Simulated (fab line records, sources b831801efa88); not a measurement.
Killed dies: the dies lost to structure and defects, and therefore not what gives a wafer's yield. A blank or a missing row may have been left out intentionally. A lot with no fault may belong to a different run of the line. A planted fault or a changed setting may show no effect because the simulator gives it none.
Code-filled problem report in 8D (eight disciplines) form    flow gf180mcu    the parts of the form that need people (team, actions taken, sign-off) are left out

1. WHAT WENT WRONG
Mean V1_W_RS at GF_V1_RS_MEAS_24: 0.242 ohm/sq over 9 wafers in 3 lots; fault-free wafers: 0.328 ohm/sq, standard deviation 0.0034. That is -25 standard deviations from the usual mean.
The step: measures by four-point-probe.
First seen on wafer L285.1, day 23 01:58, on film-metro-04. Wafers with a number at this step in the record: 33, from 11 lots. Rule for "out" (also "out of limits"): further than 4 standard deviations from the usual mean. The rest of the wafers with a number are treated as sound.

2. WHAT THIS IS AND IS NOT
question                     is                                           is not
which readings at this step  V1_W_RS                                      -
which lots                   L285, L286, L289                             L275, L277, L278, L282, L283, L291, L294, L295
which wafers of those lots   all that have a number                       -
read on which gauges         film-metro-01, film-metro-02, film-metro-04  -
when                         from day 23 01:58                            up to then (15 sound wafers); but 9 sound wafers of L291, L294, L295 came after

3. THE SUSPECTS, EACH WITH WHAT RULES IT OUT
Counting: a tool stays on the suspect list if, at a process step up to the reading, it processed all lots that are out and no sound lot following the first of them.
- the gauge at GF_V1_RS_MEAS_24: ruled out. The wafers that are out were read on 3 gauges (film-metro-01, film-metro-02, film-metro-04).
- cvd-w-01 at GF_V1_CVD_23 (deposits W, target thk 350 nm, time 105.05 s): kept. It processed each lot that is out, first L285 at day 23 01:51, and no sound lot thereafter; up to then, the last sound lot it processed was L283 at day 22 12:49.
Left after counting: cvd-w-01 at GF_V1_CVD_23.

4. THE CAUSE (what the simulator had put in)
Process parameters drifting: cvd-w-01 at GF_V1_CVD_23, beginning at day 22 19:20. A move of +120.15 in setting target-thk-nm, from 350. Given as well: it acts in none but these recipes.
The count eliminated every tool but this one.

5. SEQUENCE OF EFFECTS, ordered by route
Each row: a reading whose mean over the struck wafers that have a number lies more than 3 standard deviations from the usual. Scope: only readings with a usual standard deviation given in the record; hours: median across lots of the time from each lot's start at the first step in this table that gives one to its start at this step; sigmas: change in usual standard deviations.
hours  step               reading             usual         on struck wafers  change  sigmas
0      GF_V1_RS_MEAS_24   V1_W_RS             0.328 ohm/sq  0.242             -0.086  -25
0      GF_V1_THK_MEAS_25  V1_W_THK            364 nm        500               +136    +27
0      GF_V1_CMP_26       time-to-endpoint-s  85.7 s        113.7             +28.0   +10
The process steps in it:
- GF_V1_CMP_26: polishes, stops on SiO2, t overpolish 15 s, target thk 0 nm.

6. HOW IT WOULD HAVE BEEN CAUGHT EARLIER
7 hours passed between the start of the fault at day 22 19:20 and the first reading out of limits at a measuring or inspecting step in this record, taken at day 23 01:58.
Of the tool readings at GF_V1_CVD_23 for which the record gives a usual standard deviation, none was out on any struck wafer, so an alarm limit of 4 standard deviations on them would not have fired.
Of the lots that are out (3), L286, L289 began GF_V1_CVD_23 on cvd-w-01 after day 23 01:58. A hold on the tool at that time would have spared those 2.
